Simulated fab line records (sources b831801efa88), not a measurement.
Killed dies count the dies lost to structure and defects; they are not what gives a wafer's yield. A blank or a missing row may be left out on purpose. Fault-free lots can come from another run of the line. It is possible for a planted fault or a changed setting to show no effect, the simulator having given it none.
Chamber matching    flow gf180mcu    GF_V4_CMP_04 on cmp-01: 4 sister chambers
The step polishes SiO2. 14 wafers are shown with their chamber, then 7 later ones without.

== WAFERS, EACH WITH ITS CHAMBER ==
wafer   chamber  motor current A (A)  time to endpoint s (s)
L283.2  3        11.8                 80
L283.3  1        12.5                 91
L283.5  1        12.9                 88
L285.1  0        11.8                 92
L285.2  3        11.4                 84
L285.6  3        11.4                 93
L287.1  3        12.0                 80
L287.2  1        12.6                 84
L287.3  0        12.2                 87
L291.3  2        11.1                 81
L291.4  3        12.3                 79
L291.5  3        12.1                 83
L300.2  2        11.4                 77
L300.3  3        11.7                 86

SIGNATURES (averages over the wafers above)
reading             chamber 0  chamber 1  chamber 2  chamber 3  scatter within a chamber
motor current A     12.000     12.667     11.250     11.814     0.303
time to endpoint s  89.50      87.67      79.00      83.57      4.32
Rule: for each reading, subtract the chamber's mean from the wafer's reading, divide by that reading's scatter and square the result; add these up over the readings and take the root, which gives the wafer's distance from the chamber. If the next closest chamber is less than 2 further off than the closest, the wafer can't be placed; otherwise it belongs to the closest. The scatter: take each reading less its chamber's mean, square it, sum over the shown wafers, divide by the number of wafers less the number of chambers, and take the root.

== WAFERS WHOSE CHAMBER IS MISSING ==
wafer   motor current A (A)  time to endpoint s (s)
L300.4  11.9                 92
L302.2  12.1                 87
L302.3  11.8                 84
L302.5  12.3                 94
L305.3  12.1                 80
L305.5  12.7                 95
L305.6  10.3                 85

== THE CHAMBER EACH PASSED THROUGH ==
wafer   from the rows above                in truth
L300.4  can't be placed: 0 or 3            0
L302.2  can't be placed: 0 or 3 or 1       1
L302.3  can't be placed: 3 or 0            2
L302.5  can't be placed: 0 or 1 or 3       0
L305.3  can't be placed: 3 or 0 or 1 or 2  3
L305.5  can't be placed: 1 or 0            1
L305.6  can't be placed: 2 or 3            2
Correctly placed: 0 of 7. From these rows, 7 cannot be placed; in 6 the true chamber is one of the candidates. Number placed wrongly: 0.
